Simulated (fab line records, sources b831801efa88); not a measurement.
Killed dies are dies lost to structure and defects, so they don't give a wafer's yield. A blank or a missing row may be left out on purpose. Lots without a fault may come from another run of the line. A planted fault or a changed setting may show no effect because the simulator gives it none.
Problem report in the 8D (eight disciplines) form, filled by code | flow sky130 | the parts of the form that need people (team, actions taken, sign-off) are left out

1. THE PROBLEM
developer_temp_C at SKY_VIA4_DEVELOP_10 reads a mean of 24.00 C on 6 wafers of 2 lots; wafers without a fault read 23.02 C with a standard deviation of 0.12. That is +8.1 standard deviations from the usual mean.
The step: develop time 60 s.
First seen on wafer L744.1, day 46 17:08, on litho_track-04. The record holds 36 wafers of 12 lots with a number at this step. Rule for "out", or "out of limits": more than 4 standard deviations from the usual mean. The other wafers with a number count as sound.

2. WHAT IT IS AND WHAT IT IS NOT
question                    | is                     | is not
which readings at this step | developer_temp_C       | -
which lots                  | L744, L745             | L728, L729, L730, L732, L734, L735, L747, L748, L750, L751
which wafers of those lots  | all that have a number | -
read on which tools         | litho_track-04         | litho_track-02, litho_track-03
when                        | from day 46 17:08      | up to then (18 sound wafers); but 12 sound wafers of L747, L748, L750, L751 came after

3. SUSPECTS, AND WHAT RULES EACH OUT
Counting: a tool at a process step up to the reading stays a suspect if it ran every lot that is out and no sound lot after the first of them.
- litho_track-04 at SKY_VIA4_DEVELOP_10 (develop time 60 s): kept. It ran every lot that is out, first L744 (day 46 17:08), and no sound lot after that; its last sound lot up to then is L735 (day 44 20:31). Its own readings are out on those wafers: developer_temp_C.
Left after counting: litho_track-04 at SKY_VIA4_DEVELOP_10.

4. THE CAUSE (what the simulator had put in)
Process parameter drift: litho_track-04, from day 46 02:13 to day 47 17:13, at SKY_VIA4_DEVELOP_10. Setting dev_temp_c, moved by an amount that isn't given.
Counting left only this tool.

5. THE CHAIN OF EFFECTS, in route order
Each row: a reading whose mean over the struck wafers that have a number lies more than 3 standard deviations from the usual. Only readings for which the record gives a usual standard deviation are gone through. hours: the time from each lot's start at the first step in this table that gives one to its start at this step, as a median over the lots. sigmas: the change in usual standard deviations.
hours | step                | reading          | usual   | on struck wafers | change | sigmas
0     | SKY_VIA4_DEVELOP_10 | developer_temp_C | 23.02 C | 24.00            | +0.98  | +8.1
The process steps in it:
- SKY_VIA4_DEVELOP_10: develop time 60 s.

6. WHAT WOULD HAVE CAUGHT IT SOONER
In this record the first reading out of limits was taken at day 46 17:08, 15 hours after the fault began at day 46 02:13.
